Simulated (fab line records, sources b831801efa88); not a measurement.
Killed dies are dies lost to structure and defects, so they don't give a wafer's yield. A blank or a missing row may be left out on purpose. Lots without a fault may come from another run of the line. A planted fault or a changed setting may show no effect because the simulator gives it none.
Which tool did it? | flow sky130 | 12 lots, 36 wafers sampled, at 3 steps of a route of 708

WHAT THE GAUGES READ, wafer by wafer
SKY_LDD_P_OVL_MEAS_08. Usual: LDD_P_OVL 0.3 nm, standard deviation 1.5.
lot  | measured     | on         | LDD_P_OVL (nm) | flag
L767 | day 19 08:25 | overlay-01 | 2.5 3.0 1.5    |
L769 | day 20 01:58 | overlay-01 | 2.1 3.0 2.0    |
L770 | day 20 04:49 | overlay-02 | -2.1 -0.7 -0.8 |
L771 | day 20 14:28 | overlay-01 | 0.2 -0.6 -0.2  |
L772 | day 21 02:45 | overlay-01 | 0.4 0.2 0.9    |
L778 | day 23 01:25 | overlay-02 | -1.1 -1.7 0.1  |
L782 | day 24 21:47 | overlay-02 | 0.5 0.6 0.4    |
L784 | day 25 04:08 | overlay-01 | 1.1 0.2 -1.3   |
L786 | day 26 04:35 | overlay-01 | -0.3 -0.4 -1.3 |
L788 | day 26 09:37 | overlay-02 | -1.3 -1.9 -3.6 |
L789 | day 26 21:51 | overlay-01 | 0.7 1.7 -0.5   |
L790 | day 27 07:13 | overlay-01 | 1.7 0.5 1.3    |

SKY_LI_CONTACT_BOW_MEAS_03. Usual: LI_CONTACT_BOW 56 um, standard deviation 7.
lot  | measured     | on            | LI_CONTACT_BOW (um) | flag
L767 | day 28 06:04 | film_metro-04 | 60 48 45            |
L769 | day 28 23:25 | film_metro-03 | 45 60 54            |
L770 | day 29 01:27 | film_metro-01 | 58 61 51            |
L771 | day 29 10:11 | film_metro-01 | 57 55 41            |
L772 | day 29 19:40 | film_metro-03 | 66 61 56            |
L778 | day 31 15:22 | film_metro-01 | 64 70 69 - - -      |
L782 | day 33 06:37 | film_metro-03 | 59 50 53            |
L784 | day 33 13:36 | film_metro-01 | 54 52 62            |
L786 | day 34 10:13 | film_metro-01 | 56 67 58            |
L788 | day 34 17:36 | film_metro-01 | 58 54 53            |
L789 | day 35 03:01 | film_metro-03 | 56 54 60            |
L790 | day 35 10:19 | film_metro-04 | 50 64 56            |

WHICH TOOL RAN EACH LOT (tool, then ch and the chambers of the sampled wafers, then the start)
lot  | SKY_LI_CONTACT_CMP_02
L767 | cmp-01 ch 0,2, day 28 05:49
L769 | cmp-01 ch 1,3, day 28 23:04
L770 | cmp-01 ch 0,2,3, day 29 01:15
L771 | cmp-02 ch 0,1, day 29 09:52
L772 | cmp-01 ch 0,1,3, day 29 19:22
L778 | cmp-02 ch 0,1,2, day 31 15:10
L782 | cmp-01 ch 1,2, day 33 06:16
L784 | cmp-01 ch 0,1,2, day 33 13:18
L786 | cmp-01 ch 0,1, day 34 09:58
L788 | cmp-02 ch 0,1,2, day 34 17:24
L789 | cmp-01 ch 1,3, day 35 02:43
L790 | cmp-02 ch 0,1,2, day 35 10:07
- SKY_LI_CONTACT_CMP_02: polishes PSG.

WHAT THE TOOLS THEMSELVES READ (means of the sampled wafers that have a number; where no wafer has one, the mark that the record gives instead)
SKY_LI_CONTACT_CMP_02. Usual: motor_current_A 11.3 A, standard deviation 0.77; slurry_flow_ml_min 150.0, standard deviation 0.43; time_to_endpoint_s 32.6 s, standard deviation 2.7.
lot  | tool   | motor_current_A (A) | slurry_flow_ml_min | time_to_endpoint_s (s) | flag
L767 | cmp-01 | 10.7                | 149.7              | 32.9                   |
L769 | cmp-01 | 12.5                | 150.3              | 33.0                   |
L770 | cmp-01 | 11.5                | 150.2              | 34.4                   |
L771 | cmp-02 | 11.6                | 150.2              | 33.6                   |
L772 | cmp-01 | 11.8                | 150.0              | 31.9                   |
L778 | cmp-02 | 11.0                | 150.1              | 33.5                   |
L782 | cmp-01 | 12.0                | 150.2              | 30.4                   |
L784 | cmp-01 | 11.3                | 150.1              | 31.7                   |
L786 | cmp-01 | 11.4                | 150.3              | 30.5                   |
L788 | cmp-02 | 11.1                | 150.0              | 29.0                   |
L789 | cmp-01 | 12.1                | 150.4              | 30.4                   |
L790 | cmp-02 | 10.8                | 149.4              | 27.7                   |

THE ANSWER, worked out from the rows above alone
Rule: a lot is off if the mean of its wafers that have a number lies more than 3 standard deviations from the usual mean. A lot without any number at a reading at which 4 lots or more have one is off too. The other lots that the step has rows for count as sound. The gauges are gone through in route order, then the tools' own readings, and for those a lot's mean is taken as printed above. The first step at which some lot is off is used, and at that step the reading that is off furthest; a lot without a number counts as furthest.
No lot is off at any reading shown: from this, nothing can be told.

WHAT THE SIMULATOR HAD PUT IN
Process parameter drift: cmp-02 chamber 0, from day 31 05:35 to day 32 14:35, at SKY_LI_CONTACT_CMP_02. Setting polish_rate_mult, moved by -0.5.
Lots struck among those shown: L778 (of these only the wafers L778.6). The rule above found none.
